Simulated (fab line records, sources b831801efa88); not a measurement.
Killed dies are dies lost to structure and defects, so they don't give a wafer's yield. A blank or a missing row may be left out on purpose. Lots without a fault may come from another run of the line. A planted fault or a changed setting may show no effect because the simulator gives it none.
fab line records | flow sky130
record lots=14 wafers=42 last_day=50
route steps=708 shown SD_P@327 RES_XHIGH@338 LI_CONTACT@363 PAD_OPEN@708
lots that met no fault: from a run of the same line without faults
start_h: hours from the record's first day to the start of the lot's first wafer shown | wait_h: hours since the lot's step before | " the same as in the row above | L1.1+2: a row that stands for several wafers | - no value, or no start given | * or withheld: withheld | < > ~ a bound
route shown NAME@n: a module of which the file shows steps, and the number in the route of the first | usual: mean/standard deviation of fault-free wafers | same: alike in all rows | chamber/n: place in a boat | sites: the reading at each site | _std_site: their standard deviation | _edge_site: outer sites' mean less inner sites' | radius_mm: how far each site lies from the wafer's centre | mask NAME#n: copy n | behind: the tool/chamber that last shaped the wafer | hold: why the lot was held/for how many hours/how that ended | device: the transistor (n, p or np) that didn't switch | end of line: the same wafers' tests at the end of the route | a step without rows: its recipe alone | killed: dies lost to structure and defects at the first sort, not the wafer's yield | map: a wafer's dies, x killed, . not, _ none there
set.NAME: the setting as run; set.NAME@STEP: as run at that earlier step | model.NAME: the simulator's own value behind a step, which no gauge read
steps of the route over a sample of lots; a table a step, a row a wafer
services: from which hour (start_h, from the record's first day; less than 0 if before it) a tool's chamber was out of use, for how many hours, and why
## steps
# step SKY_SD_P_CD_MEAS_07
# recipe target_cd_nm=380
# usual cd_nm=380.1/2.3
# columns lot.wafer tool chamber start_h wait_h cd_nm
L234.1 cd_sem-01 - 589.47 0.1 384.1
L234.4 " - " " 381.5
L234.6 " - " " 381.3
L236.4 cd_sem-01 - 600.93 0.1 379.6
L236.5 " - " " 382.5
L236.6 " - " " 380.1
L237.1 cd_sem-02 - 619.43 0.1 379.7
L237.4 " - " " 378.9
L237.6 " - " " 376.9
L244.2 cd_sem-01 - 685.24 0.1 380.1
L244.5 " - " " 381.2
L244.6 " - " " 382.0
L246.4 cd_sem-02 - 695.74 0.1 379.1
L246.5 " - " " 379.0
L246.6 " - " " 380.4
L247.1 cd_sem-02 - 701.93 0.1 384.6
L247.2 " - " " 382.2
L247.6 " - " " 386.2
L248.2 cd_sem-02 - 721.30 0.1 377.6
L248.5 " - " " 377.7
L248.6 " - " " 379.6
L250.1 cd_sem-01 - 724.32 0.1 380.7
L250.2 " - " " 380.6
L250.4 " - " " 378.9
L249.3 cd_sem-02 - 725.57 0.1 381.1
L249.4 " - " " 380.9
L249.6 " - " " 380.5
L251.4 cd_sem-02 - 728.28 0.1 386.1
L251.5 " - " " 382.7
L251.6 " - " " 381.2
L253.1 cd_sem-01 - 758.08 0.1 378.6
L253.4 " - " " 377.5
L253.5 " - " " 379.5
L254.1 cd_sem-02 - 763.52 0.1 378.0
L254.3 " - " " 376.4
L254.6 " - " " 375.7
L255.1 cd_sem-01 - 763.82 0.1 379.9
L255.3 " - " " 378.6
L255.5 " - " " 378.0
L256.2 cd_sem-01 - 767.75 0.1 378.3
L256.4 " - " " 378.0
L256.6 " - " " 380.7
# step SKY_RES_XHIGH_DEVELOP_06
# recipe resist=NOVOLAK developer=TMAH develop_time_s=60 dev_temp_c=23
# usual developer_temp_C=23.00/0.1
# columns lot.wafer tool chamber start_h wait_h developer_temp_C
L234.1 litho_track-02 0 618.27 0.1 23.02
L234.4 " 0 " " 23.02
L234.6 " 0 " " 23.27
L236.4 litho_track-03 0 629.69 0.1 23.00
L236.5 " 0 " " 22.77
L236.6 " 0 " " 22.94
L237.1 litho_track-03 0 648.27 0.1 22.95
L237.4 " 0 " " 22.92
L237.6 " 0 " " 22.89
L244.2 litho_track-02 0 707.05 0.1 23.94
L244.5 " 0 " " 23.74
L244.6 " 0 " " 23.98
L246.4 litho_track-02 0 725.00 0.1 23.93
L246.5 " 0 " " 23.92
L246.6 " 0 " " 24.03
L247.1 litho_track-02 0 728.72 0.1 23.94
L247.2 " 0 " " 24.02
L247.6 " 0 " " 24.13
L248.2 litho_track-03 0 747.84 0.1 23.02
L248.5 " 0 " " 22.84
L248.6 " 0 " " 23.07
L250.1 litho_track-04 0 751.57 0.1 23.07
L250.2 " 0 " " 23.00
L250.4 " 0 " " 23.08
L249.3 litho_track-04 0 751.92 0.1 22.96
L249.4 " 0 " " 23.18
L249.6 " 0 " " 22.72
L251.4 litho_track-04 0 755.19 0.1 22.84
L251.5 " 0 " " 22.89
L251.6 " 0 " " 23.05
L253.1 litho_track-04 0 784.77 0.1 23.05
L253.4 " 0 " " 23.19
L253.5 " 0 " " 23.18
L254.1 litho_track-03 0 788.92 0.1 23.00
L254.3 " 0 " " 22.86
L254.6 " 0 " " 22.99
L255.1 litho_track-04 0 790.17 0.1 23.00
L255.3 " 0 " " 23.00
L255.5 " 0 " " 23.11
L256.2 litho_track-03 0 794.39 0.1 22.95
L256.4 " 0 " " 23.07
L256.6 " 0 " " 22.91
# step SKY_LI_CONTACT_THK_MEAS_01
# recipe reads=PSG_of_LI_CONTACT_HDPCVD_00
# usual LI_CONTACT_HDPCVD_THK=930/10
# columns lot.wafer tool chamber start_h wait_h LI_CONTACT_HDPCVD_THK[nm]
L234.1 film_metro-04 - 648.70 0.1 936
L234.4 " - " " 925
L234.6 " - " " 904
L236.4 film_metro-04 - 659.67 0.0 933
L236.5 " - " " 936
L236.6 " - " " 927
L237.1 film_metro-04 - 677.95 0.1 930
L237.4 " - " " 935
L237.6 " - " " 920
L244.2 film_metro-03 - 733.13 0.1 926
L244.5 " - " " 918
L244.6 " - " " 914
L246.4 film_metro-04 - 753.15 0.0 947
L246.5 " - " " 947
L246.6 " - " " 943
L247.1 film_metro-04 - 757.40 0.1 931
L247.2 " - " " 940
L247.6 " - " " 936
L248.2 film_metro-04 - 775.27 0.1 927
L248.5 " - " " 917
L248.6 " - " " 925
L250.1 film_metro-01 - 779.41 0.1 929
L250.2 " - " " 930
L250.4 " - " " 924
L249.3 film_metro-04 - 779.67 0.1 939
L249.4 " - " " 947
L249.6 " - " " 939
L251.4 film_metro-01 - 782.82 0.0 923
L251.5 " - " " 920
L251.6 " - " " 926
L253.1 film_metro-01 - 812.95 0.1 938
L253.4 " - " " 919
L253.5 " - " " 936
L254.1 film_metro-04 - 817.10 0.1 933
L254.3 " - " " 946
L254.6 " - " " 941
L255.1 film_metro-04 - 818.34 0.1 922
L255.3 " - " " 930
L255.5 " - " " 918
L256.2 film_metro-03 - 822.61 0.1 939
L256.4 " - " " 942
L256.6 " - " " 944
# step SKY_LI_CONTACT_CMP_02
# recipe material=PSG down_force_psi=4 platen_rpm=60 pad_velocity_m_s=0.94248
# usual motor_current_A=12.3/1.2 slurry_filter_dp_kPa=13.51/0.14 time_to_endpoint_s=32/3.1
# columns lot.wafer tool chamber start_h wait_h motor_current_A slurry_filter_dp_kPa time_to_endpoint_s
L234.1 cmp-02 2 649.05 0.3 11.8 13.65 28
L234.4 " 3 " " 10.5 13.38 33
L234.6 " 2 " " 12.2 13.35 27
L236.4 cmp-02 1 660.00 0.3 13.6 13.48 31
L236.6 " 3 " " 11.0 13.41 32
L236.5 " 0 " " 11.9 13.51 34
L237.1 cmp-02 3 678.17 0.2 10.1 13.47 36
L237.4 " 1 " " 13.6 13.28 31
L237.6 " 3 " " 9.9 13.47 30
L244.2 cmp-02 0 733.20 0.1 11.9 13.63 35
L244.6 " 0 " " 12.5 13.51 37
L244.5 " 1 " " 14.4 13.62 33
L246.4 cmp-02 1 753.28 0.1 13.9 13.27 32
L246.5 " 3 " " 10.5 13.30 36
L246.6 " 0 " " 12.0 13.30 37
L247.2 cmp-02 0 759.17 1.8 12.2 13.59 39
L247.1 " 1 " " 13.6 13.30 31
L247.6 " 3 " " 10.5 13.52 39
L248.2 cmp-02 1 775.32 0.0 13.8 13.48 30
L248.5 " 1 " " 13.3 13.47 29
L248.6 " 2 " " 12.1 13.31 29
L250.1 cmp-02 1 779.52 0.1 13.8 13.44 29
L250.4 " 2 " " 12.5 13.68 24
L250.2 " 3 " " 10.3 13.79 30
L249.4 cmp-01 1 779.81 0.1 12.3 13.57 33
L249.3 " 2 " " 13.7 13.30 31
L249.6 " 0 " " 14.0 13.39 33
L251.4 cmp-01 3 782.85 0.0 12.9 13.54 33
L251.6 " 3 " " 12.4 13.56 29
L251.5 " 0 " " 13.2 13.56 29
L253.1 cmp-02 0 813.06 0.1 12.2 13.35 39
L253.4 " 2 " " 12.5 13.48 28
L253.5 " 0 " " 11.4 13.72 36
L254.1 cmp-01 0 817.21 0.1 13.2 13.38 28
L254.3 " 1 " " 11.2 13.74 32
L254.6 " 3 " " 12.5 13.60 31
L255.1 cmp-01 2 818.45 0.1 13.5 13.46 27
L255.3 " 3 " " 12.6 13.57 33
L255.5 " 1 " " 11.4 13.60 32
L256.4 cmp-01 3 822.66 0.0 12.8 13.70 29
L256.2 " 2 " " 13.3 13.42 28
L256.6 " 3 " " 12.7 13.32 28
# step SKY_PAD_OPEN_PROBE_99
# usual killed_at_M0_to_M3=43/7.2 killed_at_M4_up=3.5/2 killed_at_contacts=24/5.2 killed_at_front_end=15/4.4 killed_at_other=0.2/0.48 killed_dies=85/9.4 killed_on_rim=16/3.7 killed_open=46/7.3 killed_short=39/6.1
# same gross_dies=492 killed_at_back_side=0
# columns lot.wafer tool chamber start_h wait_h killed_at_M0_to_M3 killed_at_M4_up killed_at_contacts killed_at_front_end killed_at_other killed_dies killed_on_rim killed_open killed_short
L234.1 prober-02 - 1081.22 0.1 51 4 27 12 0 94 18 52 42
L234.4 prober-02 - 1081.37 0.2 35 2 32 15 0 84 16 50 33
L234.6 prober-02 - 1081.47 0.2 46 1 22 15 0 84 13 42 42
L236.4 prober-01 - 1097.87 0.2 47 3 30 11 0 91 22 46 45
L236.5 prober-01 - 1097.92 0.2 45 3 34 17 0 99 18 61 38
L236.6 prober-01 - 1097.97 0.2 43 7 32 13 0 95 19 55 38
L237.1 prober-02 - 1099.22 0.1 23 4 13 18 0 58 12 26 32
L237.4 prober-02 - 1099.37 0.2 25 8 27 20 1 81 20 34 47
L237.6 prober-02 - 1099.47 0.2 41 4 18 7 0 70 17 37 33
L244.2 prober-02 - 1136.29 0.1 41 4 28 21 0 94 13 54 39
L244.5 prober-02 - 1136.44 0.2 47 7 24 14 0 92 20 45 47
L244.6 prober-02 - 1136.49 0.2 41 4 27 18 0 90 13 50 40
L246.4 prober-01 - 1149.00 0.2 58 1 27 18 0 104 28 59 45
L246.5 prober-01 - 1149.05 0.2 34 7 28 12 0 81 13 49 32
L246.6 prober-01 - 1149.10 0.2 56 9 26 22 0 113 21 61 52
L247.1 prober-02 - 1153.69 0.1 38 2 25 8 0 73 13 40 33
L247.2 prober-02 - 1153.74 0.1 48 4 19 13 1 85 19 37 48
L247.6 prober-02 - 1153.94 0.2 51 2 25 14 0 92 20 52 40
L248.2 prober-01 - 1163.24 0.1 39 5 17 10 1 72 19 38 34
L248.5 prober-01 - 1163.39 0.2 45 2 26 16 0 89 12 47 42
L248.6 prober-01 - 1163.44 0.2 58 1 20 12 0 91 22 56 35
L250.1 prober-02 - 1165.06 0.1 38 4 30 13 3 88 19 40 44
L250.2 prober-02 - 1165.11 0.1 39 4 27 13 2 85 18 43 40
L250.4 prober-02 - 1165.21 0.2 45 4 21 11 0 81 10 42 39
L249.3 prober-01 - 1166.68 0.2 36 1 25 16 1 79 18 43 36
L249.4 prober-01 - 1166.73 0.2 31 3 28 31 0 93 15 52 41
L249.6 prober-01 - 1166.83 0.2 37 2 25 21 0 85 19 43 42
L251.4 prober-02 - 1169.76 0.2 48 2 27 16 0 93 22 46 46
L251.5 prober-02 - 1169.81 0.2 33 1 31 19 0 84 13 56 28
L251.6 prober-02 - 1169.86 0.2 48 2 27 16 0 93 22 50 43
L253.1 prober-02 - 1187.74 0.1 42 2 27 13 0 84 17 43 41
L253.4 prober-02 - 1187.89 0.2 41 2 23 15 0 81 15 46 35
L253.5 prober-02 - 1187.94 0.2 40 5 28 14 0 87 17 52 35
L255.1 prober-01 - 1189.84 0.1 45 4 21 19 0 89 18 48 41
L255.3 prober-01 - 1189.94 0.2 42 2 22 16 0 82 14 41 41
L255.5 prober-01 - 1190.04 0.2 41 2 35 14 0 92 16 50 42
L254.1 prober-02 - 1192.27 0.1 39 5 28 16 1 89 16 44 45
L254.3 prober-02 - 1192.37 0.2 51 4 27 11 0 93 20 57 36
L254.6 prober-02 - 1192.52 0.2 29 6 30 12 0 77 19 46 31
L256.2 prober-01 - 1197.73 0.1 32 3 29 21 0 85 18 37 48
L256.4 prober-01 - 1197.83 0.2 44 2 32 19 0 97 20 53 44
L256.6 prober-01 - 1197.93 0.2 49 5 19 14 1 88 16 48 40
# killed by level:class
L234.1 VIA1:geometric_particle:open=13 VIA3:geometric_particle:open=10 METAL1:geometric_particle:short=9 LI_CONTACT:geometric_particle:open=8 CONTACT:geometric_particle:open=8 VIA1:geometric_particle:short=7 LOCAL_INTERCONNECT:geometric_particle:short=5 VIA2:geometric_particle:open=4
L234.4 CONTACT:geometric_particle:open=12 LI_CONTACT:geometric_particle:open=8 VIA1:geometric_particle:open=8 VIA3:geometric_particle:open=8 FIELD_ISO:geometric_particle:short=5 CONTACT:geometric_particle:short=4 VIA1:geometric_particle:short=4 METAL2:geometric_particle:short=4
L234.6 VIA1:geometric_particle:open=13 LI_CONTACT:geometric_particle:open=8 METAL2:geometric_particle:short=7 LOCAL_INTERCONNECT:geometric_particle:short=5 METAL1:geometric_particle:short=5 VIA3:geometric_particle:open=5 FIELD_ISO:geometric_particle:short=4 VIA2:geometric_particle:open=4
L236.4 CONTACT:geometric_particle:open=10 LI_CONTACT:geometric_particle:open=7 VIA1:geometric_particle:open=7 METAL2:geometric_particle:short=7 VIA2:geometric_particle:open=7 VIA3:geometric_particle:open=6 LI_CONTACT:geometric_particle:short=5 METAL1:geometric_particle:short=5
L236.5 VIA1:geometric_particle:open=16 CONTACT:geometric_particle:open=13 CONTACT:geometric_particle:short=10 LI_CONTACT:geometric_particle:open=7 VIA2:geometric_particle:open=6 VIA1:geometric_particle:short=5 FIELD_ISO:geometric_particle:open=4 METAL1:geometric_particle:short=4
L236.6 VIA2:geometric_particle:open=10 LI_CONTACT:geometric_particle:open=8 CONTACT:geometric_particle:open=7 VIA1:geometric_particle:open=7 VIA3:geometric_particle:open=6 VIA1:geometric_particle:short=5 FIELD_ISO:geometric_particle:open=4 LI_CONTACT:geometric_particle:short=4
L237.1 VIA1:geometric_particle:open=6 LI_CONTACT:geometric_particle:open=5 METAL1:geometric_particle:open=4 FIELD_ISO:geometric_particle:short=3 FIELD_ISO:geometric_particle:open=3 POLY_GATE:geometric_particle:short=3 POLY_CUT:geometric_particle:short=3 CONTACT:geometric_particle:short=3
L237.4 CONTACT:geometric_particle:open=8 FIELD_ISO:geometric_particle:short=7 LOCAL_INTERCONNECT:geometric_particle:short=7 METAL4:geometric_particle:short=5 LI_CONTACT:geometric_particle:open=4 CONTACT:geometric_particle:short=4 VIA1:geometric_particle:short=4 METAL2:geometric_particle:short=4
L237.6 CONTACT:geometric_particle:open=10 VIA2:geometric_particle:open=8 VIA1:geometric_particle:open=7 VIA3:geometric_particle:open=7 METAL2:geometric_particle:short=6 METAL3:geometric_particle:short=4 LOCAL_INTERCONNECT:geometric_particle:short=3 CONTACT:geometric_particle:short=3
L244.2 CONTACT:geometric_particle:open=13 VIA1:geometric_particle:open=8 VIA2:geometric_particle:open=8 POLY_GATE:geometric_particle:open=6 LI_CONTACT:geometric_particle:short=6 VIA3:geometric_particle:open=5 VIA1:geometric_particle:short=5 METAL2:geometric_particle:short=5
L244.5 VIA3:geometric_particle:open=10 VIA1:geometric_particle:open=8 CONTACT:geometric_particle:open=8 METAL1:geometric_particle:short=8 METAL4:geometric_particle:short=6 LI_CONTACT:geometric_particle:open=5 CONTACT:geometric_particle:short=5 METAL2:geometric_particle:short=5
L244.6 VIA1:geometric_particle:open=14 CONTACT:geometric_particle:open=9 CONTACT:geometric_particle:short=5 FIELD_ISO:geometric_particle:short=4 FIELD_ISO:geometric_particle:open=4 POLY_GATE:geometric_particle:open=4 LI_CONTACT:geometric_particle:open=4 LOCAL_INTERCONNECT:geometric_particle:short=4
L246.4 VIA1:geometric_particle:open=20 CONTACT:geometric_particle:open=12 VIA1:geometric_particle:short=9 LI_CONTACT:geometric_particle:open=8 POLY_GATE:geometric_particle:short=7 METAL2:geometric_particle:short=6 VIA3:geometric_particle:open=6 VIA2:geometric_particle:short=4
L246.5 CONTACT:geometric_particle:open=10 VIA1:geometric_particle:open=9 LI_CONTACT:geometric_particle:open=8 METAL1:geometric_particle:short=7 FIELD_ISO:geometric_particle:open=6 METAL4:geometric_particle:short=6 VIA2:geometric_particle:open=6 VIA3:geometric_particle:open=6
L246.6 VIA2:geometric_particle:open=11 VIA1:geometric_particle:open=10 LI_CONTACT:geometric_particle:open=9 VIA3:geometric_particle:open=9 POLY_GATE:geometric_particle:short=7 METAL4:geometric_particle:short=7 VIA1:geometric_particle:short=7 FIELD_ISO:geometric_particle:short=6
L247.1 CONTACT:geometric_particle:open=11 VIA1:geometric_particle:open=11 METAL1:geometric_particle:short=5 CONTACT:geometric_particle:short=5 VIA1:geometric_particle:short=5 LI_CONTACT:geometric_particle:open=4 LOCAL_INTERCONNECT:geometric_particle:short=4 VIA3:geometric_particle:open=4
L247.2 METAL1:geometric_particle:short=13 VIA1:geometric_particle:open=11 LI_CONTACT:geometric_particle:open=7 METAL2:geometric_particle:short=7 VIA1:geometric_particle:short=6 POLY_GATE:geometric_particle:short=5 CONTACT:geometric_particle:open=5 FIELD_ISO:geometric_particle:short=3
L247.6 VIA1:geometric_particle:open=10 VIA1:geometric_particle:short=9 CONTACT:geometric_particle:open=8 LI_CONTACT:geometric_particle:open=7 VIA3:geometric_particle:open=7 VIA2:geometric_particle:open=6 FIELD_ISO:geometric_particle:short=4 LOCAL_INTERCONNECT:geometric_particle:short=4
L248.2 VIA1:geometric_particle:open=9 CONTACT:geometric_particle:open=7 LOCAL_INTERCONNECT:geometric_particle:short=6 METAL1:geometric_particle:short=5 METAL2:geometric_particle:short=5 VIA2:geometric_particle:open=5 POLY_GATE:geometric_particle:open=4 VIA3:geometric_particle:open=4
L248.5 VIA1:geometric_particle:open=9 LI_CONTACT:geometric_particle:open=8 CONTACT:geometric_particle:open=7 VIA1:geometric_particle:short=7 VIA3:geometric_particle:open=7 POLY_GATE:geometric_particle:open=5 CONTACT:geometric_particle:short=5 FIELD_ISO:geometric_particle:short=4
L248.6 VIA1:geometric_particle:open=20 VIA3:geometric_particle:open=9 CONTACT:geometric_particle:open=7 CONTACT:geometric_particle:short=6 VIA2:geometric_particle:open=6 FIELD_ISO:geometric_particle:short=5 METAL1:geometric_particle:short=5 VIA1:geometric_particle:short=4
L250.1 CONTACT:geometric_particle:open=10 VIA1:geometric_particle:open=9 CONTACT:geometric_particle:short=7 VIA1:geometric_particle:short=6 VIA3:geometric_particle:open=5 METAL1:geometric_particle:short=5 METAL2:geometric_particle:short=5 FIELD_ISO:geometric_particle:short=4
L250.2 LI_CONTACT:geometric_particle:open=7 CONTACT:geometric_particle:open=7 CONTACT:geometric_particle:short=7 VIA1:geometric_particle:open=7 VIA3:geometric_particle:open=7 METAL1:geometric_particle:short=6 VIA1:geometric_particle:short=5 METAL2:geometric_particle:short=5
L250.4 VIA1:geometric_particle:open=10 CONTACT:geometric_particle:open=8 VIA2:geometric_particle:open=8 VIA1:geometric_particle:short=7 VIA3:geometric_particle:short=6 LI_CONTACT:geometric_particle:open=5 METAL1:geometric_particle:short=4 METAL2:geometric_particle:short=4
L249.3 CONTACT:geometric_particle:open=9 VIA1:geometric_particle:open=9 CONTACT:geometric_particle:short=6 POLY_GATE:geometric_particle:short=6 METAL2:geometric_particle:short=6 LOCAL_INTERCONNECT:geometric_particle:open=4 METAL1:geometric_particle:short=4 VIA3:geometric_particle:open=4
L249.4 POLY_GATE:geometric_particle:short=9 FIELD_ISO:geometric_particle:open=8 VIA1:geometric_particle:open=8 CONTACT:geometric_particle:open=8 LOCAL_INTERCONNECT:geometric_particle:short=7 POLY_GATE:geometric_particle:open=6 VIA2:geometric_particle:open=5 LI_CONTACT:geometric_particle:short=4
L249.6 VIA2:geometric_particle:open=8 LI_CONTACT:geometric_particle:open=7 VIA1:geometric_particle:short=7 FIELD_ISO:geometric_particle:open=6 CONTACT:geometric_particle:short=6 CONTACT:geometric_particle:open=6 FIELD_ISO:geometric_particle:short=4 POLY_GATE:geometric_particle:short=4
L251.4 CONTACT:geometric_particle:open=11 VIA1:geometric_particle:open=10 VIA3:geometric_particle:open=10 FIELD_ISO:geometric_particle:short=7 CONTACT:geometric_particle:short=7 LOCAL_INTERCONNECT:geometric_particle:short=6 VIA2:geometric_particle:open=6 METAL3:geometric_particle:short=5
L251.5 CONTACT:geometric_particle:open=10 LI_CONTACT:geometric_particle:open=9 VIA3:geometric_particle:open=8 VIA1:geometric_particle:open=7 FIELD_ISO:geometric_particle:open=6 POLY_GATE:geometric_particle:short=5 CONTACT:geometric_particle:short=5 VIA2:geometric_particle:open=5
L251.6 VIA1:geometric_particle:open=13 CONTACT:geometric_particle:open=8 LI_CONTACT:geometric_particle:open=8 VIA2:geometric_particle:open=8 FIELD_ISO:geometric_particle:short=6 METAL3:geometric_particle:short=5 POLY_GATE:geometric_particle:short=4 METAL1:geometric_particle:short=4
L253.1 VIA1:geometric_particle:open=12 CONTACT:geometric_particle:open=8 METAL2:geometric_particle:short=8 LI_CONTACT:geometric_particle:open=6 LOCAL_INTERCONNECT:geometric_particle:short=6 VIA3:geometric_particle:open=5 FIELD_ISO:geometric_particle:open=4 VIA2:geometric_particle:open=4
L253.4 LI_CONTACT:geometric_particle:open=11 VIA1:geometric_particle:open=9 FIELD_ISO:geometric_particle:short=7 VIA1:geometric_particle:short=6 CONTACT:geometric_particle:open=6 VIA3:geometric_particle:open=6 VIA3:geometric_particle:short=5 METAL1:geometric_particle:short=4
L253.5 VIA1:geometric_particle:open=15 LI_CONTACT:geometric_particle:open=8 CONTACT:geometric_particle:open=8 VIA3:geometric_particle:open=5 CONTACT:geometric_particle:short=5 METAL4:geometric_particle:short=5 LOCAL_INTERCONNECT:geometric_particle:short=4 METAL2:geometric_particle:short=4
L255.1 VIA1:geometric_particle:open=11 VIA3:geometric_particle:open=8 CONTACT:geometric_particle:open=7 FIELD_ISO:geometric_particle:short=5 LI_CONTACT:geometric_particle:open=5 CONTACT:geometric_particle:short=5 VIA1:geometric_particle:short=5 VIA2:geometric_particle:short=4
L255.3 VIA1:geometric_particle:open=9 VIA3:geometric_particle:open=8 CONTACT:geometric_particle:open=7 VIA2:geometric_particle:short=7 CONTACT:geometric_particle:short=5 LI_CONTACT:geometric_particle:open=4 POLY_GATE:geometric_particle:short=4 METAL1:geometric_particle:short=4
L255.5 CONTACT:geometric_particle:open=12 METAL2:geometric_particle:short=9 LI_CONTACT:geometric_particle:open=8 VIA1:geometric_particle:open=8 VIA2:geometric_particle:open=8 CONTACT:geometric_particle:short=7 FIELD_ISO:geometric_particle:short=4 POLY_GATE:geometric_particle:open=4
L254.1 CONTACT:geometric_particle:open=10 LOCAL_INTERCONNECT:geometric_particle:short=9 VIA1:geometric_particle:open=8 VIA2:geometric_particle:open=7 POLY_GATE:geometric_particle:short=4 CONTACT:geometric_particle:short=4 METAL2:geometric_particle:short=4 VIA3:geometric_particle:open=4
L254.3 VIA1:geometric_particle:open=14 LI_CONTACT:geometric_particle:open=10 VIA3:geometric_particle:open=10 METAL1:geometric_particle:short=6 FIELD_ISO:geometric_particle:open=5 CONTACT:geometric_particle:open=5 VIA2:geometric_particle:open=5 LI_CONTACT:geometric_particle:short=4
L254.6 CONTACT:geometric_particle:open=17 VIA1:geometric_particle:open=6 LI_CONTACT:geometric_particle:open=5 METAL2:geometric_particle:short=5 LOCAL_INTERCONNECT:geometric_particle:short=4 CONTACT:geometric_particle:short=4 VIA3:geometric_particle:open=4 VIA2:geometric_particle:open=4
L256.2 CONTACT:geometric_particle:open=10 POLY_GATE:geometric_particle:short=8 LI_CONTACT:geometric_particle:open=8 VIA1:geometric_particle:short=7 VIA1:geometric_particle:open=7 FIELD_ISO:geometric_particle:short=4 LOCAL_INTERCONNECT:geometric_particle:short=4 CONTACT:geometric_particle:short=4
L256.4 VIA1:geometric_particle:open=14 CONTACT:geometric_particle:short=9 CONTACT:geometric_particle:open=9 VIA3:geometric_particle:open=8 LI_CONTACT:geometric_particle:open=7 VIA1:geometric_particle:short=7 FIELD_ISO:geometric_particle:short=6 FIELD_ISO:geometric_particle:open=4
L256.6 VIA1:geometric_particle:open=11 CONTACT:geometric_particle:open=10 VIA2:geometric_particle:open=8 VIA3:geometric_particle:open=7 METAL1:geometric_particle:short=6 METAL3:geometric_particle:short=6 VIA1:geometric_particle:short=5 FIELD_ISO:geometric_particle:open=4
## services
# columns tool chamber start_h hours kind
cmp-01 - 613.59 73.5 repair
cmp-01 - 650.10 0.9 repair
cmp-01 - 671.20 3.5 repair
cmp-01 - 671.65 2.3 repair
litho_track-04 - 679.15 - consumable_replace:filter
cmp-01 - 733.07 4.1 pm
cmp-01 - 742.47 1.5 repair
cmp-02 - 749.27 0.5 repair
cmp-01 - 751.26 8.9 pm
cmp-02 - 755.12 4.0 pm
cmp-02 - 759.12 - consumable_replace:conditioner
cmp-02 - 759.12 - consumable_replace:pad
cmp-01 - 760.17 4.5 pm
cmp-02 - 778.03 1.2 repair
cmp-02 - 787.16 1.4 repair
cmp-02 - 817.41 0.7 repair
cmp-02 - 822.45 20.0 pm
## key
first_sign step=SKY_RES_XHIGH_DEVELOP_06 reading=developer_temp_C direction=up sigmas=9.5 usual=* struck=*
effect none on later readings
met_at SKY_RES_XHIGH_DEVELOP_06
struck_lots L244,L246,L247
tester_left_out L244,L246,L247
not_acting_at SKY_SD_P_CD_MEAS_07,SKY_LI_CONTACT_THK_MEAS_01,SKY_LI_CONTACT_CMP_02
onset_between 618.27 707.05
fault kind=process_parameter_drift tool=litho_track-02 chamber=- onset_h=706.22 steps=SKY_RES_XHIGH_DEVELOP_06 channel=dev_temp_c offset=* shape=step end_h=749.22 acts_in=* stated=*
# tester_left_out: of these lots the tester's yield and bins aren't shown, on N5 and GAA mostly nor the transistor test; their killed dies are dies lost to structure and defects alone, not to doping, threshold or leakage, so they don't give the yield
